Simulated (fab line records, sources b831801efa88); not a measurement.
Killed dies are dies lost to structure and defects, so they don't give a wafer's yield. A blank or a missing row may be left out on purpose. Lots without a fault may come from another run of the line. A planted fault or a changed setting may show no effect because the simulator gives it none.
A struck lot beside a sound one | flow sky130 | 17 steps out of a route of 708
Sound: wafers L423.3, L423.4, L423.5. Struck: wafer L434.1. (L434.2 of the same lot was not struck and is left out.) The cause comes at the end.
At each step with rows: each side's tool, then ch and its chambers, then its first start. Under that, the readings that differ: sound wafers | struck wafers | difference of the means | sigmas: that difference in standard deviations of wafers without a fault.
alike: readings whose means differ by less than 2 such deviations, and words and numbers that are the same on both sides. not compared: withheld readings, readings that some wafer has no value for, bounds like >300 that may hide the same value, and numbers for which the record gives no deviation and whose values overlap.
The two part at a step that has a row with sigmas, a row that says differs or no value, or rows on one side only. Numbers that don't overlap but have no deviation are shown without sigmas and don't part them. A reading that every wafer of one side lacks parts them only if that side has two wafers or more.

SKY_LI_CONTACT_CMP_02: polishes PSG.
  sound on cmp-01 ch 0,1,3, day 29 09:34; struck on cmp-01 ch 2, day 32 17:11
  alike: motor_current_A, time_to_endpoint_s
SKY_LI_CONTACT_BOW_MEAS_03:
  sound on film_metro-02, day 29 09:52; struck on film_metro-03, day 32 17:29
  alike: LI_CONTACT_BOW
then, 8 steps without rows for these wafers: SKY_LI_CONTACT_DEHYDRATE_04 (time 60 s); SKY_LI_CONTACT_HMDS_05 (prime time 60 s); SKY_LI_CONTACT_COAT_06 (resist thk 60 nm); SKY_LI_CONTACT_COAT_07 (resist thk 450 nm); SKY_LI_CONTACT_SOFTBAKE_08 (time 90 s); SKY_LI_CONTACT_EXPOSE_09 (exposes mask LICM1, target cd 170 nm); SKY_LI_CONTACT_PEB_10; SKY_LI_CONTACT_DEVELOP_11 (develop time 60 s).
SKY_LI_CONTACT_CD_MEAS_12: target cd 170 nm.
  sound on cd_sem-02, day 30 14:11; struck on cd_sem-02, day 33 20:40
  alike: cd_nm
SKY_LI_CONTACT_OVL_MEAS_13:
  sound on overlay-02, day 30 14:16; struck on overlay-02, day 33 20:47
  alike: LI_CONTACT_OVL
SKY_LI_CONTACT_ETCH_14: etches BARC in N2/H2, stops on SiO2, time 45.9 s, target depth 60 nm.
  sound on rie_diel-02 ch 0,2,3, day 30 14:18; struck on rie_diel-04 ch 1, day 33 20:49
  reading                                           | sound                | struck | difference | sigmas
  drypump_motor_current_A (A)                       | 5.2 6.0 5.2          | 6.3    | +0.8       | +2
  oes_product_au (a.u.)                             | 0.849 0.851 0.854    | 1.030  | +0.179     | +38
  run_length_s (s)                                  | 73.6 74.4 74.0       | 38.5   | -35.5      | -99
  throttle_valve_pct (%)                            | 13.215 13.223 13.231 | 13.250 | +0.027     | +3
  model.etch.depth_nm (nm)                          | 59.96 59.9 59.88     | 18.29  | -41.62     |
  model.KrF-thick_of_LI_CONTACT_COAT_07.thk_nm (nm) | 397.1 397.9 395.4    | 425.8  | +29.0      |
  model.LI_CONTACT.cd_nm (nm)                       | 169.6 172.1 170.3    | 166.4  | -4.3       |
  not compared: rf_hours_counter_h
SKY_LI_CONTACT_ETCH_15: etches PSG in C4F8/O2/Ar, stops on Si, target depth 600 nm.
  sound on rie_diel-02 ch 0,2,3, day 30 14:20; struck on rie_diel-04 ch 1, day 33 20:51
  reading                                           | sound             | struck | difference | sigmas
  model.KrF-thick_of_LI_CONTACT_COAT_07.thk_nm (nm) | 235.8 244.9 235.6 | 258.2  | +19.4      |
  model.LI_CONTACT.cd_nm (nm)                       | 170.1 172 170.6   | 165.5  | -5.4       |
  alike: oes_product_au
SKY_LI_CONTACT_STRIP_16: strips in O2/N2.
  sound on plasma_asher-03 ch 0,1, day 30 14:28; struck on plasma_asher-03 ch 0, day 33 20:56
  reading                      | sound             | struck | difference                   | sigmas
  oes_product_au (a.u.)        | 0.381 0.377 0.375 | 0.396  | +0.018                       | +4
  rf_hours_counter_h (h)       | - - -             | 36     | no value on the sound wafers |
  strip_time_to_endpoint_s (s) | 3.52 3.65 3.53    | 3.76   | +0.19                        | +4
  alike: drypump_motor_current_A
then, 1 step without rows for these wafers: SKY_LI_CONTACT_CLEAN_17 (cleans in NMP, time 600 s).
-- the record jumps here: 15 days lie between the struck wafers' starts before and after (it left off in module LI_CONTACT and takes up again in module PAD_OPEN, whose first step shown is number 708 of the route) --
SKY_PAD_OPEN_PROBE_99:
  sound on prober-01, day 47 01:00; struck on prober-01, day 49 07:10
  reading                                 | sound             | struck | difference | sigmas
  model.etest.licon_pdiff.rc_ohm          | 583.1 589.3 586.6 | 682.1  | +95.8      |
  model.etest.pfet_01v8.r_on_ohm_um       | 2800 2813 2773    | 2909   | +114       |
  model.etest.pfet_g5v0d10v5.r_on_ohm_um  | 4740 4761 4700    | 4807   | +73        |
  model.etest.nfet_g5v0d10v5.r_on_ohm_um  | 1866 1885 1849    | 1938   | +71        |
  model.etest.licon_high_po.rc_ohm        | 345.1 346.1 345.4 | 398.7  | +53.2      |
  model.etest.nfet_01v8.r_on_ohm_um       | 819.7 802.9 808.1 | 855.1  | +44.9      |
  model.etest.licon_ndiff.rc_ohm          | 185.2 191.9 186.1 | 225.7  | +38.0      |
  model.etest.sonos_uncharged.r_on_ohm_um | 814 826 811.4     | 850.2  | +33.1      |
  alike: killed_at_M0_to_M3, killed_at_M4_up, killed_at_contacts, killed_at_front_end, killed_at_other, killed_dies, killed_open, killed_short

WHERE THEY PART
First at SKY_LI_CONTACT_ETCH_14; last, within this record, at SKY_LI_CONTACT_STRIP_16. Later steps at which nothing parts them and some readings are alike: SKY_PAD_OPEN_PROBE_99.

WHY: what the simulator had put in
Process parameter drift: rie_diel-04, from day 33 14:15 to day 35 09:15, at SKY_LI_CONTACT_ETCH_14. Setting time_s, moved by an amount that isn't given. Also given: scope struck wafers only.
